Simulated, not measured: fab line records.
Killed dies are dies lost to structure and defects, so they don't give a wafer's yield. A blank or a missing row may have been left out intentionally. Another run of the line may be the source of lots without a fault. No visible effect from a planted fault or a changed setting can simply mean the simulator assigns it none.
fab line records	flow sky130
record lots=6	wafers=18	last_day=50
route steps=708 shown METAL4@634 VIA4@639 PAD_OPEN@708
lots that met no fault: taken from a fault-free run of the same line
start_h: hours from the record's opening day to when the first of the lot's shown wafers began	wait_h: hours elapsed since this lot's preceding step	" repeats the value in the row above	L1.1+2: one row covering several wafers at once	- value missing, or start not given	* or withheld: withheld	< > ~ a bound
route shown NAME@n: a module of which the file shows steps, and the number in the route of the first	usual: mean and standard deviation over wafers with no fault	same: alike in all rows	chamber/n: place in a boat	sites: readings site by site	_std_site: the values' standard deviation	_edge_site: mean of outer sites minus mean of inner sites	radius_mm: for every site, how far away it sits from the centre of the wafer	mask NAME#n: copy n	behind: the most recent tool/chamber to have shaped the wafer	hold: why the lot was held/for how many hours/how that ended	device: which transistor (n, p or np) failed to switch	end of line: at the end of the route, the tests of the same wafers	for a step that has no rows: nothing shown but its recipe	killed: at the first sort, the dies lost to defects and structure; wafer yield is something else	map: shows each die of a wafer: x if killed, . if not, _ if none is there
set.NAME: the setting the step ran with; set.NAME@STEP: the setting that earlier step ran with	model.NAME: the simulator's own value behind a step, which no gauge read
a table for each step, a row for each wafer; lots at some steps of the route
services: when a tool's chamber went out of use (start_h, in hours from the record's first day, below 0 if earlier), for how many hours, and the reason
## steps
# step SKY_METAL4_METAL_ETCH_18
# recipe target_depth_a=8450	stop_on=SiO2	over_etch_frac=0.3	time_s=183.1	chemistry=Cl2/BCl3	resist_sidewall_deg=88	pressure_mtorr=10	icp_w=900	bias_w=48.5	Cl2_flow_sccm=60	bcl3_flow_sccm=30
# usual chamber_pressure_mTorr=9.999/0.0096	drypump_motor_current_A=5.5/0.34	oes_product_au=0.867/0.0069	throttle_valve_pct=22.263/0.0091
lot.wafer	tool	chamber	start_h	wait_h	chamber_pressure_mTorr	drypump_motor_current_A	oes_product_au	rf_hours_counter_h	throttle_valve_pct
L385.3	rie_metal-01	1	985.16	0.1	10.015	5.0	0.863	-	22.270
L385.4	"	0	"	"	9.995	6.1	0.864	-	22.269
L385.5	"	1	"	"	9.987	5.0	0.870	-	22.249
L388.2	rie_metal-02	0	1014.75	0.0	10.004	5.7	0.868	0	22.266
L388.4	"	0	"	"	10.016	5.7	0.872	-	22.269
L388.5	"	0	"	"	10.006	5.8	0.865	-	22.261
L402.2	rie_metal-01	1	1094.60	0.0	10.006	5.0	0.865	22	22.264
L402.3	"	0	"	"	9.976	6.2	0.877	-	22.259
L402.6	"	1	"	"	9.979	5.0	0.875	-	22.260
L403.1	rie_metal-02	1	1101.32	0.0	9.993	5.3	0.879	19	22.257
L403.2	"	0	"	"	10.017	5.7	0.870	6	22.273
L403.6	"	1	"	"	9.991	5.3	0.874	-	22.260
L404.2	rie_metal-01	1	1104.58	0.0	9.999	5.0	0.864	23	22.265
L404.4	"	0	"	"	9.974	6.2	0.864	-	22.276
L404.5	"	1	"	"	10.011	5.0	0.876	-	22.269
L405.2	rie_metal-01	0	1112.88	0.0	9.988	6.2	0.865	23	22.256
L405.4	"	0	"	"	10.013	6.2	0.881	-	22.271
L405.5	"	1	"	"	10.018	5.0	0.867	-	22.265
# step SKY_METAL4_STRIP_19
# recipe chemistry=O2/N2	power_w=1400	pressure_mtorr=1500	platen_temp_c=withheld	o2_flow_sccm=3000	n2_flow_sccm=300	overash_fraction=0.5
# usual chamber_pressure_mTorr=1500.0/1.2	drypump_motor_current_A=6.03/0.21	oes_product_au=0.501/0.0061	strip_time_to_endpoint_s=6.52/0.094
lot.wafer	tool	chamber	start_h	wait_h	chamber_pressure_mTorr	drypump_motor_current_A	oes_product_au	rf_hours_counter_h	strip_time_to_endpoint_s
L385.3	plasma_asher-04	0	985.31	0.1	1499.2	6.08	0.504	-	6.62
L385.4	"	1	"	"	1498.4	5.68	0.501	-	6.48
L385.5	"	0	"	"	1499.2	6.08	0.513	-	6.58
L388.2	plasma_asher-01	0	1014.98	0.2	1499.5	6.17	0.498	113	6.41
L388.4	"	1	"	"	1499.1	6.25	0.490	-	6.44
L388.5	"	1	"	"	1500.2	6.23	0.495	-	6.45
L402.2	plasma_asher-01	0	1094.77	0.1	1501.2	6.12	0.501	3	6.53
L402.3	"	1	"	"	1500.8	6.24	0.507	-	6.48
L402.6	"	1	"	"	1500.0	6.27	0.499	-	6.56
L403.1	plasma_asher-04	0	1101.49	0.1	1499.3	6.07	0.511	100	6.69
L403.2	"	1	"	"	1502.0	5.69	0.497	100	6.59
L403.6	"	1	"	"	1501.8	5.67	0.508	-	6.69
L404.2	plasma_asher-04	1	1104.76	0.1	1501.1	5.67	0.509	101	6.58
L404.4	"	1	"	"	1501.6	5.66	0.506	-	6.51
L404.5	"	1	"	"	1500.6	5.66	0.498	-	6.57
L405.2	plasma_asher-02	1	1113.06	0.1	1500.7	6.24	0.495	39	6.46
L405.4	"	1	"	"	1499.8	6.25	0.494	-	6.44
L405.5	"	0	"	"	1501.0	6.02	0.496	-	6.52
# step SKY_METAL4_STRIP_20
# recipe chemistry=post_etch_residue_remover	time_s=1200	temp_c=72.5
# step SKY_METAL4_CLEAN_21
# recipe chemistry=IPA	time_s=180	temp_c=25
# step SKY_METAL4_CLEAN_22
# recipe chemistry=O3/DIW	dry=n2_spin
# step SKY_VIA4_HDPCVD_00
# recipe material=SiO2	target_thk_nm=1750	sigma_open_frac=0.3	time_s=291.7	temp_c=400	sih4_flow_sccm=60	pressure_mtorr=6
# step SKY_VIA4_THK_MEAS_01
# recipe reads=SiO2_of_VIA4_HDPCVD_00
# usual VIA4_HDPCVD_THK=1746/28
lot.wafer	tool	chamber	start_h	wait_h	VIA4_HDPCVD_THK[nm]
L385.3	film_metro-02	-	986.06	0.1	1737
L385.4	"	-	"	"	1712
L385.5	"	-	"	"	1711
L388.2	film_metro-01	-	1016.10	0.1	1719
L388.4	"	-	"	"	1763
L388.5	"	-	"	"	1752
L402.2	film_metro-01	-	1095.77	0.1	1705
L402.3	"	-	"	"	1715
L402.6	"	-	"	"	1693
L403.1	film_metro-01	-	1102.27	0.1	1779
L403.2	"	-	"	"	1795
L403.6	"	-	"	"	1770
L404.2	film_metro-03	-	1105.54	0.1	1758
L404.4	"	-	"	"	1763
L404.5	"	-	"	"	1754
L405.2	film_metro-01	-	1113.84	0.1	1781
L405.4	"	-	"	"	1779
L405.5	"	-	"	"	1763
# step SKY_VIA4_CMP_02
# recipe material=SiO2	down_force_psi=4	platen_rpm=60	pad_velocity_m_s=0.94248
# usual motor_current_A=12.3/0.99
lot.wafer	tool	chamber	start_h	wait_h	motor_current_A
L385.4	cmp-02	1	986.24	0.2	10.7
L385.3	"	2	"	"	13.5
L385.5	"	3	"	"	12.5
L388.4	cmp-01	2	1016.20	0.1	13.1
L388.2	"	0	"	"	12.0
L388.5	"	1	"	"	12.7
L402.2	cmp-02	0	1095.92	0.1	12.8
L402.3	"	1	"	"	10.6
L402.6	"	3	"	"	12.4
L403.2	cmp-02	2	1102.38	0.1	13.6
L403.1	"	3	"	"	11.7
L403.6	"	1	"	"	10.8
L404.2	cmp-01	3	1105.59	0.0	12.8
L404.4	"	1	"	"	12.2
L404.5	"	0	"	"	11.7
L405.4	cmp-01	1	1113.89	0.0	12.9
L405.2	"	0	"	"	12.2
L405.5	"	1	"	"	12.3
# step SKY_VIA4_BOW_MEAS_03
# recipe mode=bow
# usual VIA4_BOW=82/8
lot.wafer	tool	chamber	start_h	wait_h	VIA4_BOW[um]
L385.3	film_metro-03	-	986.48	0.1	93
L385.4	"	-	"	"	85
L385.5	"	-	"	"	84
L388.2	film_metro-01	-	1016.47	0.1	84
L388.4	"	-	"	"	84
L388.5	"	-	"	"	92
L402.2	film_metro-01	-	1096.14	0.2	93
L402.3	"	-	"	"	98
L402.6	"	-	"	"	92
L403.1	film_metro-02	-	1102.63	0.1	96
L403.2	"	-	"	"	87
L403.6	"	-	"	"	97
L404.2	film_metro-01	-	1105.91	0.3	77
L404.4	"	-	"	"	85
L404.5	"	-	"	"	88
L405.2	film_metro-03	-	1114.21	0.1	99
L405.4	"	-	"	"	67
L405.5	"	-	"	"	84
# step SKY_VIA4_DEHYDRATE_04
# recipe temp_c=200	time_s=60
# step SKY_VIA4_HMDS_05
# recipe prime_time_s=60	prime_temp_c=120
# step SKY_VIA4_COAT_06
# recipe resist=NOVOLAK	spin_rpm=3000	resist_thk_nm=1140
# step SKY_VIA4_SOFTBAKE_07
# recipe temp_c=90	time_s=60	resist=NOVOLAK
# usual run_length_s=89.28/0.19
lot.wafer	tool	chamber	start_h	wait_h	run_length_s
L385.3	litho_track-04	0	998.23	0.1	89.44
L385.4	"	0	"	"	89.37
L385.5	"	0	"	"	89.33
L388.2	litho_track-02	0	1027.28	0.1	89.27
L388.4	"	0	"	"	89.24
L388.5	"	0	"	"	89.23
L402.2	litho_track-04	0	1106.75	0.1	89.32
L402.3	"	0	"	"	89.31
L402.6	"	0	"	"	93.36
L403.1	litho_track-04	0	1113.08	0.1	89.65
L403.2	"	0	"	"	89.57
L403.6	"	0	"	"	93.54
L404.2	litho_track-02	0	1115.89	0.1	89.23
L404.4	"	0	"	"	89.22
L404.5	"	0	"	"	89.26
L405.2	litho_track-02	0	1123.54	0.1	89.21
L405.4	"	0	"	"	89.26
L405.5	"	0	"	"	89.16
# step SKY_VIA4_EXPOSE_08
# recipe mask_id=VIM4	na=0.6	source_shape=conventional	sigma_outer=0.6	polarization=unpolarized	target_cd_nm=800	dose_mj=132
# step SKY_PAD_OPEN_PROBE_99
# usual defect_limited_yield=82.5/1.7	killed_at_M0_to_M3=42/6.1	killed_at_M4_up=3.1/1.7	killed_at_contacts=24/5.5	killed_at_front_end=16/4.1	killed_at_other=0.3/0.57	killed_dies=86/8.2	killed_open=47/6.8	killed_short=38/5.8	sort_bin_3_pad_short=0.8/0.42	sort_bin_5_function=10.2/1.3	sort_bin_6_memory=6.4/1	sort_n_pass=406/8.2	sort_yield_pct=82.5/1.7
# same gross_dies=492	killed_at_back_side=0	sort_bin_4_leakage[%]=0	sort_bin_8_speed[%]=0
lot.wafer	tool	chamber	start_h	wait_h	defect_limited_yield[%]	killed_at_M0_to_M3	killed_at_M4_up	killed_at_contacts	killed_at_front_end	killed_at_other	killed_dies	killed_open	killed_short	sort_bin_3_pad_short[%]	sort_bin_5_function[%]	sort_bin_6_memory[%]	sort_n_pass	sort_yield_pct[%]
L385.3	prober-01	-	1080.25	0.2	85.8	33	2	20	15	0	70	38	32	1.2	8.5	4.5	422	85.8
L385.4	prober-01	-	1080.30	0.2	80.3	47	4	30	15	1	97	52	44	0.6	11.2	7.9	395	80.3
L385.5	prober-01	-	1080.35	0.2	83.5	39	2	22	18	0	81	44	37	0	11.0	5.5	411	83.5
L388.2	prober-02	-	1106.33	0.1	82.1	43	4	23	18	0	88	51	36	1.0	11.4	5.5	404	82.1
L388.4	prober-02	-	1106.43	0.2	85.0	41	4	15	14	0	74	42	32	0.6	9.3	5.1	418	85.0
L388.5	prober-02	-	1106.48	0.2	83.3	39	2	28	13	0	82	48	33	0.4	10.6	5.7	410	83.3
L402.2	prober-02	-	1176.54	0.1	82.5	44	1	28	13	0	86	48	38	0	9.6	7.9	406	82.5
L402.3	prober-02	-	1176.59	0.2	81.1	49	5	26	13	0	93	43	49	1.0	10.8	7.1	399	81.1
L402.6	prober-02	-	1176.74	0.2	84.1	40	2	16	20	0	78	40	38	0.4	9.8	5.7	414	84.1
L403.1	prober-01	-	1179.39	0.1	83.3	44	4	15	19	0	82	54	28	0.6	9.8	6.3	410	83.3
L403.2	prober-01	-	1179.44	0.1	79.9	48	3	31	17	0	99	43	56	0.8	12.6	6.7	393	79.9
L403.6	prober-01	-	1179.64	0.2	83.1	40	1	29	13	0	83	47	36	0.4	9.3	7.1	409	83.1
L404.2	prober-02	-	1182.26	0.1	80.1	46	1	26	24	1	98	60	37	1.4	12.6	5.9	394	80.1
L404.4	prober-02	-	1182.36	0.2	81.9	44	1	24	18	2	89	51	36	0.8	12.6	4.7	403	81.9
L404.5	prober-02	-	1182.41	0.2	81.5	45	3	28	14	1	91	48	42	0.8	10.4	7.3	401	81.5
L405.2	prober-01	-	1189.95	0.1	85.2	40	3	18	11	1	73	36	37	0.4	8.3	6.1	419	85.2
L405.4	prober-01	-	1190.05	0.2	83.1	40	2	25	16	0	83	45	37	0.6	9.6	6.7	409	83.1
L405.5	prober-01	-	1190.10	0.2	80.5	46	1	22	27	0	96	45	51	1.8	10.6	7.1	396	80.5
# killed by level:class
L385.3 CONTACT:geometric_particle:open=8 VIA1:geometric_particle:open=8 METAL1:geometric_particle:short=6 VIA2:geometric_particle:open=6 LI_CONTACT:geometric_particle:open=5 POLY_GATE:geometric_particle:short=4 LOCAL_INTERCONNECT:geometric_particle:short=4 FIELD_ISO:geometric_particle:open=3
L385.4 CONTACT:geometric_particle:open=17 VIA1:geometric_particle:open=12 METAL2:geometric_particle:short=7 METAL1:geometric_particle:short=6 VIA2:geometric_particle:short=6 VIA2:geometric_particle:open=6 POLY_GATE:geometric_particle:short=5 CONTACT:geometric_particle:short=5
L385.5 VIA2:geometric_particle:open=10 VIA1:geometric_particle:open=7 CONTACT:geometric_particle:short=7 FIELD_ISO:geometric_particle:short=6 CONTACT:geometric_particle:open=6 LOCAL_INTERCONNECT:geometric_particle:short=5 POLY_GATE:geometric_particle:open=4 LI_CONTACT:geometric_particle:open=4
L388.2 CONTACT:geometric_particle:open=11 VIA1:geometric_particle:open=10 VIA3:geometric_particle:open=8 METAL3:geometric_particle:short=6 FIELD_ISO:geometric_particle:open=5 LI_CONTACT:geometric_particle:short=5 LI_CONTACT:geometric_particle:open=5 VIA2:geometric_particle:open=5
L388.4 VIA1:geometric_particle:open=8 VIA1:geometric_particle:short=7 FIELD_ISO:geometric_particle:short=6 VIA2:geometric_particle:open=6 VIA3:geometric_particle:open=5 CONTACT:geometric_particle:open=5 LI_CONTACT:geometric_particle:open=4 FIELD_ISO:geometric_particle:open=3
L388.5 CONTACT:geometric_particle:open=14 VIA2:geometric_particle:open=8 CONTACT:geometric_particle:short=8 VIA3:geometric_particle:open=7 FIELD_ISO:geometric_particle:open=5 LI_CONTACT:geometric_particle:open=5 VIA1:geometric_particle:open=5 VIA1:geometric_particle:short=5
L402.2 VIA2:geometric_particle:open=12 LI_CONTACT:geometric_particle:open=10 VIA1:geometric_particle:open=10 LI_CONTACT:geometric_particle:short=6 CONTACT:geometric_particle:short=6 VIA1:geometric_particle:short=5 VIA3:geometric_particle:open=5 FIELD_ISO:geometric_particle:short=4
L402.3 VIA1:geometric_particle:open=9 METAL1:geometric_particle:short=8 CONTACT:geometric_particle:short=8 VIA2:geometric_particle:open=8 VIA3:geometric_particle:open=7 LI_CONTACT:geometric_particle:open=6 CONTACT:geometric_particle:open=6 FIELD_ISO:geometric_particle:short=4
L402.6 CONTACT:geometric_particle:open=8 METAL2:geometric_particle:short=6 VIA3:geometric_particle:open=5 VIA2:geometric_particle:open=5 FIELD_ISO:geometric_particle:short=4 VIA1:geometric_particle:open=4 POLY_GATE:geometric_particle:open=4 LI_CONTACT:geometric_particle:open=4
L403.1 VIA1:geometric_particle:open=10 VIA2:geometric_particle:open=8 CONTACT:geometric_particle:open=7 POLY_GATE:geometric_particle:open=6 METAL1:geometric_particle:short=6 VIA3:geometric_particle:open=6 LI_CONTACT:geometric_particle:open=4 POLY_GATE:geometric_particle:short=3
L403.2 VIA1:geometric_particle:open=12 VIA1:geometric_particle:short=11 LI_CONTACT:geometric_particle:open=7 LI_CONTACT:geometric_particle:short=7 METAL2:geometric_particle:short=7 CONTACT:geometric_particle:open=7 LOCAL_INTERCONNECT:geometric_particle:short=6 FIELD_ISO:geometric_particle:short=5
L403.6 CONTACT:geometric_particle:open=11 VIA1:geometric_particle:open=10 LI_CONTACT:geometric_particle:open=8 METAL1:geometric_particle:short=6 CONTACT:geometric_particle:short=6 VIA3:geometric_particle:open=6 VIA1:geometric_particle:short=5 METAL2:geometric_particle:short=4
L404.2 CONTACT:geometric_particle:open=10 VIA2:geometric_particle:open=10 VIA3:geometric_particle:open=9 CONTACT:geometric_particle:short=8 VIA1:geometric_particle:open=8 METAL1:geometric_particle:short=8 POLY_GATE:geometric_particle:open=7 LI_CONTACT:geometric_particle:open=6
L404.4 CONTACT:geometric_particle:open=13 VIA1:geometric_particle:short=6 POLY_GATE:geometric_particle:open=6 VIA1:geometric_particle:open=5 METAL3:geometric_particle:short=5 VIA3:geometric_particle:open=5 CONTACT:geometric_particle:short=4 METAL1:geometric_particle:open=4
L404.5 LI_CONTACT:geometric_particle:open=11 METAL1:geometric_particle:short=9 VIA3:geometric_particle:open=8 VIA1:geometric_particle:open=7 CONTACT:geometric_particle:open=6 VIA2:geometric_particle:open=6 FIELD_ISO:geometric_particle:open=5 LI_CONTACT:geometric_particle:short=4
L405.2 METAL1:geometric_particle:short=10 LI_CONTACT:geometric_particle:open=7 VIA1:geometric_particle:open=6 VIA2:geometric_particle:open=6 VIA3:geometric_particle:open=5 CONTACT:geometric_particle:short=4 CONTACT:geometric_particle:open=4 FIELD_ISO:geometric_particle:short=3
L405.4 VIA1:geometric_particle:open=10 LI_CONTACT:geometric_particle:open=9 FIELD_ISO:geometric_particle:short=7 CONTACT:geometric_particle:open=7 VIA2:geometric_particle:open=7 CONTACT:geometric_particle:short=5 VIA2:geometric_particle:short=5 VIA3:geometric_particle:open=5
L405.5 POLY_GATE:geometric_particle:short=10 VIA3:geometric_particle:open=9 FIELD_ISO:geometric_particle:short=8 METAL2:geometric_particle:short=8 LI_CONTACT:geometric_particle:open=7 VIA1:geometric_particle:open=7 LOCAL_INTERCONNECT:geometric_particle:short=5 CONTACT:geometric_particle:open=5
## services
tool	chamber	start_h	hours	kind
plasma_asher-04	-	964.69	4.1	repair
cmp-02	-	966.79	6.7	pm
cmp-02	-	973.50	9.0	pm
cmp-01	-	986.98	2.6	repair
rie_metal-02	0	987.35	-	clean
rie_metal-02	0	987.35	21.1	scheduled_down
rie_metal-02	0	987.35	21.1	vent_cycle
litho_track-02	-	999.01	-	consumable_replace:filter
plasma_asher-01	-	1007.58	1.1	repair
cmp-01	-	1019.07	2.2	repair
rie_metal-02	-	1025.07	2.8	pm
litho_track-04	-	1027.75	-	consumable_replace:filter
cmp-01	-	1047.98	1.9	repair
plasma_asher-01	-	1055.25	9.0	pm
plasma_asher-01	0	1055.25	9.0	vent_cycle
plasma_asher-01	1	1055.25	9.0	vent_cycle
plasma_asher-01	0	1064.25	-	clean
plasma_asher-01	1	1064.25	-	clean
cmp-01	-	1073.81	6.7	pm
cmp-02	-	1084.06	4.0	pm
cmp-02	-	1088.06	-	consumable_replace:conditioner
cmp-02	-	1088.06	-	consumable_replace:pad
cmp-01	-	1108.87	0.3	repair
plasma_asher-01	-	1116.96	13.4	repair
## key
first_sign step=SKY_VIA4_SOFTBAKE_07	reading=run_length_s	direction=up	sigmas=22	usual=*	struck=*
effect none on later readings
met_at SKY_VIA4_SOFTBAKE_07
struck_wafers L402.6,L403.6
onset_between 998.23 1106.75
fault kind=process_parameter_drift	tool=litho_track-04	chamber=-	onset_h=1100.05	steps=SKY_VIA4_SOFTBAKE_07	channel=time_s	offset=*	shape=step	end_h=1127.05	scope=struck_wafers_only	acts_in=*	stated=*
